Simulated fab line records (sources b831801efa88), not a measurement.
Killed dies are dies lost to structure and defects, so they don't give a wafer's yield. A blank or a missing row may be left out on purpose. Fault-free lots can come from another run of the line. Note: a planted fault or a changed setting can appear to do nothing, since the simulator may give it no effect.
One fault seen from 2 desks	flow gf180mcu	what lay behind the numbers comes last; until then each desk has only its own

## AT THE METROLOGY DESK
Means of the sampled wafers that have a number, per lot and without regard to the tool the lot ran on: this is what the gauges read. If a lot's mean is further than 4 standard deviations from the usual mean, the lot is out of limits and carries the mark OUT (the distance appears in the brackets).
Columns: A = V1_CVD_00_THK at GF_V1_THK_MEAS_01, usual 598 nm; B = V1_CVD_02_THK at GF_V1_THK_MEAS_03, usual 851 nm; C = cd nm at GF_V1_CD_MEAS_14, usual 260.0 nm
lot	first seen here	A	B	C
L677	day 18 06:53	594	849	260.8
L680	day 19 21:44	599	711 (-14) OUT	257.5
L682	day 20 22:19	599	724 (-13) OUT	262.3
L684	day 21 04:39	595	716 (-14) OUT	261.6
L685	day 21 11:47	600	854	259.4
L686	day 21 14:16	604	852	260.2
L690	day 23 20:59	596	858	259.4
L691	day 23 23:23	598	854	260.9
L693	day 24 21:16	605	846	261.1
L695	day 25 01:08	604	841	257.4
L696	day 25 10:11	605	855	261.5
This desk's result: L680, L682, L684 out of limits, first on L680 (V1_CVD_02_THK at GF_V1_THK_MEAS_03), day 19 21:52. L677, L685, L686, L690, L691, L693, L695, L696: within limits.

## DESK OF THE TOOL OWNER: pecvd-01
The tool's own readings at GF_V1_CVD_02 (deposits SiO2 from TEOS, target thk 850 nm, time 94.851 s): means of the sampled wafers that have a number, for each lot that ran on this tool. If a lot's mean is further than 4 standard deviations from the usual mean, the lot is out of limits and carries the mark OUT (the distance appears in the brackets).
Columns: A = heater power w at GF_V1_CVD_02, usual 618 W; B = run length s at GF_V1_CVD_02, usual 122.9 s
lot	first seen here	A	B
L677	day 18 06:56	594	123.6
L680	day 19 21:47	666	108.6 (-27) OUT
L682	day 20 22:21	662	108.4 (-28) OUT
L684	day 21 04:43	634	108.6 (-28) OUT
L691	day 23 23:26	644	123.2
L693	day 24 21:19	629	123.4
L696	day 25 10:14	563	123.2
This desk's finding: out of limits on L680, L682, L684; first on L680, day 19 21:47 (run length s at GF_V1_CVD_02). L677, L691, L693, L696: within limits.

## PUT TOGETHER
The tool owner's desk had the chance to raise an alarm at day 19 21:47 on L680, L682, L684.
L680, L682, L684 would have let the metrology desk raise an alarm at day 19 21:52.
GF_V1_CVD_02 was run on pecvd-01 by each of the lots named.

## WHAT HAD BEEN PUT IN BY THE SIMULATOR
pecvd-01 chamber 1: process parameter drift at GF_V1_CVD_02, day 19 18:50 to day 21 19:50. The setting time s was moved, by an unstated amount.
Lots struck among those shown: L680, L682, L684.
Time in hours from fault onset to the first out-of-limits reading at each desk: tool owner's desk 3, metrology desk 3.
